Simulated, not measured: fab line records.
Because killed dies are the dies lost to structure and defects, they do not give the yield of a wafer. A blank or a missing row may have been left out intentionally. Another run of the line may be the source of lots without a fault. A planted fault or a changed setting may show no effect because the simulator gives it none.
Chamber matching + flow gf180mcu + 3 sister chambers for GF_V3_CVD_02 on pecvd-04
The step deposits SiO2 from TEOS, target thk 850 nm, time 94.851 s. 6 wafers are shown with their chamber, then 12 later ones without.

## WAFERS PAIRED WITH THEIR CHAMBERS
| wafer  | chamber | heaterPowerW (W) |
|--------|---------|------------------|
| L090.5 | 2       | 605              |
| L091.5 | 2       | 531              |
| L091.6 | 0       | 730              |
| L093.1 | 1       | 558              |
| L093.5 | 1       | 612              |
| L093.6 | 0       | 653              |

## WAFERS MISSING THEIR CHAMBER
| wafer  | heaterPowerW (W) |
|--------|------------------|
| L094.1 | 525              |
| L094.3 | 553              |
| L094.4 | 589              |
| L095.2 | 707              |
| L095.3 | 672              |
| L095.6 | 472              |
| L096.1 | 678              |
| L096.2 | 685              |
| L096.3 | 509              |
| L097.2 | 688              |
| L097.3 | 562              |
| L097.4 | 595              |

## WHICH CHAMBER EACH WENT THROUGH
| wafer  | from the rows above          | in truth |
|--------|------------------------------|----------|
| L094.1 | can't be placed: 2 or 1      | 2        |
| L094.3 | can't be placed: 2 or 1      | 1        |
| L094.4 | can't be placed: 1 or 2      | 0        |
| L095.2 | 0                            | 0        |
| L095.3 | can't be placed: 0 or 1 or 2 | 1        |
| L095.6 | can't be placed: 2 or 1      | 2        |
| L096.1 | can't be placed: 0 or 1 or 2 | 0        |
| L096.2 | can't be placed: 0 or 1      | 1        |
| L096.3 | can't be placed: 2 or 1      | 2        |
| L097.2 | 0                            | 0        |
| L097.3 | can't be placed: 2 or 1      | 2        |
| L097.4 | can't be placed: 1 or 2 or 0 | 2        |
Correctly placed: 2 of 12. From these rows, 10 cannot be placed; in 9 the true chamber is one of the candidates. Number placed wrongly: 0.
How it was worked out, from the rows above alone: a wafer's distance from a chamber is the root of the sum, over the readings, of the square of ((its reading less the chamber's mean) divided by the reading's scatter). If the next closest chamber is less than 2 further off than the closest, the wafer can't be placed; otherwise it belongs to the closest. Each chamber's mean is taken over the wafers shown for it. The scatter: take each reading less its chamber's mean, square it, sum over the shown wafers, divide by the number of wafers less the number of chambers, and take the root.
